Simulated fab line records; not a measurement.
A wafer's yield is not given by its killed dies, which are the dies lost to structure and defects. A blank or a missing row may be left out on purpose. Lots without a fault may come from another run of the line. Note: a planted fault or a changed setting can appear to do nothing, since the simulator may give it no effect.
A single fault, viewed from 2 desks || flow sky130 || only its own numbers are on each desk; what lay behind them is given at the end

## FROM THE METROLOGY DESK
What the gauges read, lot by lot, whatever tool the lot ran on: means of the sampled wafers that have a number. If a lot's mean is further than 4 standard deviations from the usual mean, the lot is out of limits and carries the mark OUT (the distance appears in the brackets).
Columns: A = VIA4_HDPCVD_THK at SKY_VIA4_THK_MEAS_01, usual 1747 nm; B = VIA4_BOW at SKY_VIA4_BOW_MEAS_03, usual 80 um
{"lot": "L619", "first seen here": "day 43 06:02", "A": 1763, "B": 89}
{"lot": "L620", "first seen here": "day 43 10:36", "A": 1736, "B": 79}
{"lot": "L621", "first seen here": "day 43 13:02", "A": 1740, "B": 89}
{"lot": "L622", "first seen here": "day 44 06:02", "A": 1757, "B": 82}
{"lot": "L626", "first seen here": "day 45 09:17", "A": 1764, "B": 77}
{"lot": "L627", "first seen here": "day 45 12:06", "A": 1758, "B": 75}
{"lot": "L634", "first seen here": "day 47 05:34", "A": 1743, "B": 80}
{"lot": "L635", "first seen here": "day 47 06:31", "A": 1754, "B": 73}
{"lot": "L636", "first seen here": "day 47 12:38", "A": 1742, "B": 86}
{"lot": "L637", "first seen here": "day 47 14:09", "A": 1734, "B": 86}
{"lot": "L638", "first seen here": "day 48 04:36", "A": 1759, "B": 85}
{"lot": "L639", "first seen here": "day 48 04:54", "A": 1742, "B": 82}
{"lot": "L642", "first seen here": "day 49 01:42", "A": 1745, "B": 90}
This desk's finding: nothing out of limits on any of the 13 lots.

## DESK OF THE TOOL OWNER: rie diel-04
The tool's own readings at SKY_POLY_CUT_ETCH_11 (etches Si3N4 in CF4/CH2F2/Ar, stops on poly-Si, time 42.5 s, target depth 60 nm): means of the sampled wafers that have a number, for each lot that ran on this tool. If a lot's mean is further than 4 standard deviations from the usual mean, the lot is out of limits and carries the mark OUT (the distance appears in the brackets).
Columns: A = cf4 flow sccm at SKY_POLY_CUT_ETCH_11, usual 39.99 sccm; B = drypump motor current A at SKY_POLY_CUT_ETCH_11, usual 5.8 A; C = oes product au at SKY_POLY_CUT_ETCH_11, usual 0.830 a.u.; D = throttle valve pct at SKY_POLY_CUT_ETCH_11, usual 14.994 %
{"lot": "L619", "first seen here": "day 25 09:13", "A": 39.98, "B": 5.4, "C": 0.833, "D": 14.994}
{"lot": "L620", "first seen here": "day 25 12:53", "A": 39.88, "B": 5.9, "C": 0.838, "D": 14.991}
{"lot": "L622", "first seen here": "day 26 15:13", "A": 39.98, "B": 5.9, "C": 0.835, "D": 14.989}
{"lot": "L627", "first seen here": "day 28 03:31", "A": 39.93, "B": 5.5, "C": 0.836, "D": 14.994}
{"lot": "L634", "first seen here": "day 30 12:31", "A": 39.93, "B": 5.5, "C": 0.829, "D": 14.986}
{"lot": "L635", "first seen here": "day 30 15:25", "A": 39.97, "B": 5.7, "C": 0.826, "D": 14.993}
{"lot": "L637", "first seen here": "day 31 00:01", "A": 40.06, "B": 5.7, "C": 0.829, "D": 14.989}
{"lot": "L638", "first seen here": "day 31 17:47", "A": 40.17, "B": 5.8, "C": 0.834, "D": 14.995}
This desk's finding: nothing out of limits on any of the 8 lots.

## BROUGHT TOGETHER
Nothing out of limits was seen by the metrology desk.
Nothing out of limits was seen by the tool owner's desk.

## WHAT THE SIMULATOR PUT IN
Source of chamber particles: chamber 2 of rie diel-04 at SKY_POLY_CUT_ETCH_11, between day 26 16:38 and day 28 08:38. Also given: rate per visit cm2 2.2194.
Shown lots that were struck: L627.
